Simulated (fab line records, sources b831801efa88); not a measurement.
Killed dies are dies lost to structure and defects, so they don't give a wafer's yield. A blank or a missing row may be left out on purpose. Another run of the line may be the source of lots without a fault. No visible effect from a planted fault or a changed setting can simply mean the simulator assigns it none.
Which tool did it? -- flow sky130 -- 6 lots with 18 wafers sampled at 3 steps, on a route of 708 steps

## WHAT EACH GAUGE READ, for each wafer
SKY_LDD_HVN_TW_MEAS_10.
lot,measured,on,LDD_HVN_TW
L325,day 21 02:10,film-metro-01,1441 1443 1445
L328,day 22 15:11,film-metro-02,1444 1435 1438
L332,day 24 03:07,film-metro-02,1456 1449 1446
L340,day 27 03:42,film-metro-02,1502 1508 1506
L343,day 27 12:51,film-metro-03,1404 1405 1407
L346,day 28 14:40,film-metro-03,1406 1415 1408

## WHAT TOOL EACH LOT RAN ON (gives the tool, then ch and the chambers of the sampled wafers, and finally the start)
lot,SKY_VT_ADJUST_LVTN_STRIP_20,SKY_LDD_HVN_IMPLANT_08
L325,"plasma-asher-04 ch 0,1, day 8 09:50","implanter-04 ch 0, day 21 01:55"
L328,"plasma-asher-04 ch 0,1, day 9 06:32","implanter-03 ch 0, day 22 14:59"
L332,"plasma-asher-01 ch 0,1, day 10 07:26","implanter-01 ch 0, day 24 02:53"
L340,"plasma-asher-04 ch 0,1, day 12 21:11","implanter-01 ch 0, day 27 03:27"
L343,"plasma-asher-04 ch 0,1, day 13 12:33","implanter-03 ch 0, day 27 12:36"
L346,"plasma-asher-01 ch 0, day 14 08:45","implanter-03 ch 0, day 28 14:26"
- SKY_VT_ADJUST_LVTN_STRIP_20: strips in O2/N2.
- SKY_LDD_HVN_IMPLANT_08

## THE ANSWER, worked out from the rows above alone
Rule: usual is defined by the lots themselves. The widest of any qualifying gaps counts: lots, ordered by their means at a reading, are off when they make up no more than a third of the lots, leave a main group of 4 or more, and stand apart from it by 3 or more times the standard deviation of that group's means. A main group is skipped when, at the precision printed for the reading in the tables above, its means are all equal. Also off: a lot with no number at a reading for which 4 or more lots have one. All remaining lots with rows at the step are treated as sound.
Across all readings shown, no lot is off: no conclusion can be drawn from this.

## WHAT WAS PUT IN BY THE SIMULATOR
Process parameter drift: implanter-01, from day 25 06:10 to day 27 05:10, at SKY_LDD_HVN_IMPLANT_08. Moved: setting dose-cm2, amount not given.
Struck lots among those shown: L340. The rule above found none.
